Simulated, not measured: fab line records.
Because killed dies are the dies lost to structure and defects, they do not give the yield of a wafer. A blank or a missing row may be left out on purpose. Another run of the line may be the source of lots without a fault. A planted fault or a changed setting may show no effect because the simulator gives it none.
The tool behind it: which one? -- flow sky130 -- 6 lots with 18 wafers sampled at 3 steps, on a route of 708 steps

WHAT THE GAUGES SHOWED, per wafer
SKY_SD_P_CD_MEAS_07 targets a cd of 380 nm.
lot,measured,on,cd nm (nm)
L923,day 25 10:50,cd sem-02,386.1 383.6 384.4
L925,day 26 08:59,cd sem-01,378.0 377.9 377.6
L926,day 26 20:05,cd sem-01,378.1 380.5 379.3
L929,day 27 22:01,cd sem-02,381.9 377.8 379.7
L932,day 28 21:22,cd sem-01,383.0 380.2 382.0
L944,day 32 13:47,cd sem-02,383.4 385.0 384.9

WHAT TOOL EACH LOT RAN ON (gives the tool, then ch and the chambers of the sampled wafers, and finally the start)
lot,SKY_POLY_GATE_STRIP_18,SKY_POLY_CUT_DEVELOP_07
L923,"plasma asher-02 ch 0,1, day 16 11:52","litho track-02 ch 0, day 24 05:00"
L925,"plasma asher-02 ch 0,1, day 17 08:28","litho track-02 ch 0, day 25 03:00"
L926,"plasma asher-02 ch 0,1, day 17 19:53","litho track-01 ch 0, day 25 14:00"
L929,"plasma asher-03 ch 0,1, day 18 22:55","litho track-01 ch 0, day 26 16:00"
L932,"plasma asher-03 ch 0,1, day 19 21:02","litho track-02 ch 0, day 27 16:00"
L944,"plasma asher-04 ch 0,1, day 24 03:17","litho track-04 ch 0, day 31 10:00"
- SKY_POLY_GATE_STRIP_18: strips in O2/N2.
- SKY_POLY_CUT_DEVELOP_07: develop time 60 s.

THE ANSWER, worked out from the rows above alone
Rule: the lots themselves supply what counts as usual. Put in order of their means at a reading, lots are off if they are a third of the lots or fewer, leave a main group of 4 or more, and stand apart from it by a gap of 3 or more times the standard deviation of the main group's means; of several such gaps the widest counts. If all means in a main group match to the digits the tables above print for the reading, that group is not used. Also off: a lot with no number at a reading for which 4 or more lots have one. All remaining lots with rows at the step are treated as sound.
No lot is off at any reading shown: from this, nothing can be told.

WHAT HAD BEEN PUT IN BY THE SIMULATOR
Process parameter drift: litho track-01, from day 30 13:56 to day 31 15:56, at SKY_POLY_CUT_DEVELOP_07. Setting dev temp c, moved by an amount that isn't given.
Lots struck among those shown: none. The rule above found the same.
